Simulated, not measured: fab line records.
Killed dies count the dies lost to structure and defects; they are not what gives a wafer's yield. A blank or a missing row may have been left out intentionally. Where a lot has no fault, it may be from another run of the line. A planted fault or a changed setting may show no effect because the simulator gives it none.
Chamber matching | flow sky130 | 4 sister chambers for SKY_CONTACT_ETCH_17 on rie-diel-01
The step etches SiO2 in C4F8/O2/Ar, stops on Si3N4, target depth 340 nm. 8 wafers are shown with their chamber, then 9 later ones without.

WAFERS PAIRED WITH THEIR CHAMBERS
wafer  | chamber | oes-product-au (a.u.)
L075.3 | 1       | 0.899
L080.6 | 0       | 0.894
L081.3 | 2       | 0.885
L081.4 | 3       | 0.894
L081.6 | 0       | 0.888
L083.2 | 2       | 0.897
L083.3 | 1       | 0.900
L083.4 | 3       | 0.896

WAFERS WITH NO CHAMBER GIVEN
wafer  | oes-product-au (a.u.)
L084.2 | 0.891
L084.3 | 0.886
L084.6 | 0.900
L086.2 | 0.897
L086.4 | 0.894
L086.6 | 0.900
L091.1 | 0.897
L091.2 | 0.896
L091.5 | 0.891

CHAMBER TAKEN BY EACH
wafer  | from the rows above               | in truth
L084.2 | can't be placed: 0 or 2 or 3 or 1 | 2
L084.3 | can't be placed: 0 or 2 or 3 or 1 | 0
L084.6 | can't be placed: 1 or 3 or 0 or 2 | 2
L086.2 | can't be placed: 3 or 1 or 0 or 2 | 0
L086.4 | can't be placed: 3 or 0 or 2 or 1 | 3
L086.6 | can't be placed: 1 or 3 or 0 or 2 | 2
L091.1 | can't be placed: 3 or 1 or 0 or 2 | 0
L091.2 | can't be placed: 3 or 1 or 0 or 2 | 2
L091.5 | can't be placed: 0 or 2 or 3 or 1 | 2
Placed correctly: 0 of 9. From these rows, 9 cannot be placed; in 9 the true chamber is one of the candidates. Placed wrongly: 0.
How it was worked out, from the rows above alone: a wafer's distance from a chamber is the root of the sum, over the readings, of the square of ((its reading less the chamber's mean) divided by the reading's scatter). If the next closest chamber is less than 2 further off than the closest, the wafer can't be placed; otherwise it belongs to the closest. For every chamber, the mean is computed from those of its wafers that are shown. The scatter is the square root of a quotient: the sum, over the shown wafers, of each reading's squared deviation from its chamber's mean, divided by wafers minus chambers.
